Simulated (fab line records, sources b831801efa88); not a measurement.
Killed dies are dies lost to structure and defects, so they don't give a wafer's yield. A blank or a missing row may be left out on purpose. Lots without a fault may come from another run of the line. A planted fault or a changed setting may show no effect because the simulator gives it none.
A struck lot beside a sound one | flow gf180mcu | 16 steps out of a route of 602
Sound: wafers L969.1, L969.4, L969.6. Struck: wafers L963.2, L963.3, L963.4. The cause comes at the end.
At each step with rows: each side's tool, then ch and its chambers, then its first start. Under that, the readings that differ: sound wafers | struck wafers | difference of the means | sigmas: that difference in standard deviations of wafers without a fault.
alike: readings whose means differ by less than 2 such deviations, and words and numbers that are the same on both sides. not compared: withheld readings, readings that some wafer has no value for, bounds like >300 that may hide the same value, and numbers for which the record gives no deviation and whose values overlap.
The two part at a step that has a row with sigmas, a row that says differs or no value, or rows on one side only. Numbers that don't overlap but have no deviation are shown without sigmas and don't part them. A reading that every wafer of one side lacks parts them only if that side has two wafers or more.

first, 6 steps without rows for these wafers: GF_M4_HMDS_08 (prime time 60 s); GF_M4_COAT_09 (resist thk 1000 nm); GF_M4_SOFTBAKE_10 (time 60 s); GF_M4_EXPOSE_11 (exposes mask Metal4, target cd 280 nm); GF_M4_PEB_12 (peb time 90 s); GF_M4_DEVELOP_13 (develop time 60 s).
GF_M4_CD_MEAS_14: target cd 280 nm.
  sound on cd_sem-01, day 28 19:52; struck on cd_sem-01, day 27 08:23
  alike: cd_nm
GF_M4_OVL_MEAS_15:
  sound on overlay-02, day 28 19:59; struck on overlay-01, day 27 08:29
  reading     | sound   | struck      | difference | sigmas
  M4_OVL (nm) | 3 -4 -2 | -12 -11 -16 | -12        | -2
GF_M4_METAL_ETCH_16: etches the open film in Cl2/BCl3, stops on SiO2, target depth 750.8 nm, time 125.1 s.
  sound on rie_metal-02 ch 0,1, day 28 20:01; struck on rie_metal-02 ch 0,1, day 27 08:31
  alike: drypump_motor_current_A, he_backside_leak_sccm, mfc_cl2_sccm, oes_product_au, throttle_valve_pct
  not compared: rf_hours_counter_h
GF_M4_STRIP_17: strips in O2/N2.
  sound on plasma_asher-01 ch 0, day 28 20:09; struck on plasma_asher-02 ch 0,1, day 27 08:39
  alike: drypump_motor_current_A, heater_power_w, oes_product_au, strip_time_to_endpoint_s
  not compared: rf_hours_counter_h
then, 2 steps without rows for these wafers: GF_M4_STRIP_18 (strips in post etch residue remover, time 1200 s); GF_M4_CLEAN_19 (cleans in DIW).
GF_V4_CVD_00: deposits SiO2, target thk 600 nm, time 100 s.
  sound on hdpcvd-02 ch 0,2, day 28 20:44; struck on hdpcvd-01 ch 0,1, day 27 09:13
  reading                             | sound             | struck            | difference | sigmas
  sih4_flow_sccm (sccm)               | 60.30 60.14 60.12 | 89.87 89.85 90.21 | +29.79     | +99 or more
  model.SiO2_of_V4_CVD_00.thk_nm (nm) | 596.6 599.4 596.2 | 894.6 900.3 896.6 | +299.8     |
  alike: pressure_mtorr
GF_V4_THK_MEAS_01:
  sound on film_metro-04, day 28 20:50; struck on film_metro-03, day 27 09:19
  reading            | sound       | struck      | difference | sigmas
  V4_CVD_00_THK (nm) | 597 600 596 | 895 901 896 | +300       | +50
GF_V4_CVD_02: deposits SiO2 from TEOS, target thk 850 nm, time 94.851 s.
  sound on pecvd-01 ch 0,1,2, day 28 20:53; struck on pecvd-02 ch 0,1,2, day 27 09:22
  alike: heater_power_w
then, 1 step without rows for these wafers: GF_PASSIVATION_PROBE_99.

WHERE THEY PART
First at GF_M4_OVL_MEAS_15; last, within this record, at GF_V4_THK_MEAS_01. Later steps at which nothing parts them and some readings are alike: GF_V4_CVD_02.

WHY: what the simulator had put in
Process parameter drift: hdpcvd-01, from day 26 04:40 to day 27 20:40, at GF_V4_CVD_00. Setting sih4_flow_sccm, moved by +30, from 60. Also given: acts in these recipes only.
